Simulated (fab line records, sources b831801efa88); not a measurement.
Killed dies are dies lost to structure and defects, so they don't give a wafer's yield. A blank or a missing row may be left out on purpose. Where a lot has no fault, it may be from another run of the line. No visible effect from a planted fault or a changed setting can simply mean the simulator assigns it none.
Chamber matching	flow sky130	4 sister chambers for SKY_FIELD_ISO_ETCH_14 on rieDiel-04
The step etches BARC in N2/H2, stops on SiO2, time 45.9 s, target depth 60 nm. 14 wafers are shown with their chamber, then 7 later ones without.

## WAFERS PAIRED WITH THEIR CHAMBERS
wafer	chamber	drypumpMotorCurrentA (A)	throttleValvePct (%)	n2FlowSccm (sccm)
L074.1	0	5.5	13.225	100.2
L074.4	3	5.4	13.222	100.8
L074.6	1	5.6	13.242	100.1
L080.2	3	5.4	13.227	100.3
L080.4	2	5.6	13.207	99.8
L080.6	2	5.6	13.218	100.0
L082.2	0	5.6	13.243	99.7
L082.5	3	5.3	13.230	100.1
L082.6	2	5.6	13.216	100.1
L088.1	0	5.5	13.237	100.2
L088.2	3	5.4	13.228	100.0
L088.3	1	5.6	13.222	99.8
L089.3	2	5.7	13.223	100.0
L089.4	3	5.3	13.225	99.5

SIGNATURES (averages over the wafers above)
reading	chamber 0	chamber 1	chamber 2	chamber 3	scatter within a chamber
drypumpMotorCurrentA	5.533	5.600	5.625	5.360	0.0512
throttleValvePct	13.23500	13.23200	13.21600	13.22640	0.00734
n2FlowSccm	100.033	99.950	99.975	100.140	0.339
Rule: for a wafer and a chamber, the distance is found by dividing, reading by reading, the gap between the wafer's reading and the chamber's mean by the reading's scatter, squaring, summing and taking the root. If the next closest chamber is less than 2 further off than the closest, the wafer can't be placed; otherwise it belongs to the closest. How the scatter is found: for the shown wafers, subtract from each reading the mean of its chamber, square and add these, divide the total by (wafers less chambers), then take the root.

## WAFERS WITHOUT THEIR CHAMBER
wafer	drypumpMotorCurrentA (A)	throttleValvePct (%)	n2FlowSccm (sccm)
L089.5	5.6	13.241	100.1
L093.1	5.4	13.222	99.9
L093.3	5.7	13.235	99.9
L093.5	5.4	13.214	100.0
L096.1	5.6	13.199	100.5
L096.3	5.5	13.230	99.7
L096.4	5.3	13.227	100.4

## WHICH CHAMBER EACH ONE RAN IN
wafer	from the rows above	in truth
L089.5	can't be placed: 1 or 0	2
L093.1	can't be placed: 3 or 0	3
L093.3	can't be placed: 1 or 2 or 0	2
L093.5	can't be placed: 3 or 0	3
L096.1	can't be placed: 2 or 1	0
L096.3	can't be placed: 0 or 1 or 3 or 2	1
L096.4	3	3
Correct placement for 1 of the 7. Can't be placed from these rows: 6 (the true chamber is among the candidates in 4). Placed wrongly: 0.
